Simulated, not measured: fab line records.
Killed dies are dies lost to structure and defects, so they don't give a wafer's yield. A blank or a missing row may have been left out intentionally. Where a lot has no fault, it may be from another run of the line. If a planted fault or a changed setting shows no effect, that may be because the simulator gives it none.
A struck lot beside a sound one -- flow gf180mcu -- 15 out of 602 route steps
Sound: the wafers L897.1, L897.3, L897.4. Struck: wafer L908.4 (left out: L908.3, L908.6 of the same lot, which were not struck); the cause appears at the end.
At each step with rows: each side's tool, then ch and its chambers, then its first start. Under that, the readings that differ: sound wafers -- struck wafers -- difference of the means -- sigmas: that difference in standard deviations of wafers without a fault.
alike: readings with means less than 2 such deviations apart, plus words and numbers identical on both sides. not compared: withheld readings, readings lacking a value on some wafer, bounds such as >300 that could conceal the same value, and numbers that have no deviation in the record and whose values overlap.
Wherever a step has rows on one side only, a row that says differs or no value, or a row with sigmas, the two part there. Non-overlapping numbers with no deviation appear without sigmas and do not part them. A reading missing from all wafers of one side parts the sides only when that side holds two or more wafers.

first, 3 steps without rows for these wafers: GF_V1_EXPOSE_11 (exposes mask Via1, target cd 260 nm); GF_V1_PEB_12 (peb time 90 s); GF_V1_DEVELOP_13 (develop time 60 s).
GF_V1_CD_MEAS_14: target cd 260 nm.
  sound on cd_sem-02 at day 18 04:28; struck on cd_sem-02 at day 22 11:57
  alike: cd_nm
GF_V1_OVL_MEAS_15:
  sound on overlay-01 at day 18 04:35; struck on overlay-01 at day 22 12:03
  alike: V1_OVL
GF_V1_ETCH_16: etches BARC in N2/H2.
  sound on rie_diel-04 ch 0,2,3, day 18 04:37; struck on rie_diel-04 ch 1, day 22 12:04
  alike: drypump_motor_current_A, oes_product_au, throttle_valve_pct
GF_V1_ETCH_17: etches SiO2 in C4F8/O2/Ar, stops on TiN, target depth 630 nm.
  sound: rie_diel-04 ch 0,2,3; struck: rie_diel-04 ch 1
  alike: oes_product_au
GF_V1_STRIP_18: strips in O2/N2.
  sound on plasma_asher-03 ch 0,1, day 18 04:45; struck on plasma_asher-03 ch 0, day 22 12:14
  alike: drypump_motor_current_A, heater_power_w, oes_product_au
  not compared: rf_hours_counter_h
then, 2 steps without rows for these wafers: GF_V1_STRIP_19 (strips in post etch residue remover, time 1200 s); GF_V1_CLEAN_20 (cleans in DIW).
GF_V1_SPUTTER_21: material Ti, target thk 15 nm, time 80.02 s.
  sound on pvd_sputter-03 at day 18 05:17; struck on pvd_sputter-03 at day 22 12:44
  alike: throttle_valve_pct
GF_V1_SPUTTER_22: material TiN, target thk 10 nm, time 40 s.
  sound on pvd_sputter-03 at day 18 05:20; struck on pvd_sputter-03 at day 22 12:47
  alike: throttle_valve_pct
GF_V1_CVD_23: deposits W, target thk 350 nm, time 105.05 s.
  sound on cvd_w-01 ch 0,1, day 18 05:23; struck on cvd_w-01 ch 1, day 22 12:52
reading,sound,struck,difference,sigmas
model.W_of_V1_CVD_23.thk_nm (nm),346.7 346.2 346.9,341.8,-4.8,
  alike: heater_power_w
GF_V1_RS_MEAS_24: uses a four-point probe to measure.
  sound on film_metro-01 at day 18 05:30; struck on film_metro-03 at day 22 12:59
  alike: V1_W_RS
then, 1 step without rows for these wafers: GF_PASSIVATION_PROBE_99.

## WHERE THEY PART
Nowhere in this record.

WHY: the cause the simulator had injected
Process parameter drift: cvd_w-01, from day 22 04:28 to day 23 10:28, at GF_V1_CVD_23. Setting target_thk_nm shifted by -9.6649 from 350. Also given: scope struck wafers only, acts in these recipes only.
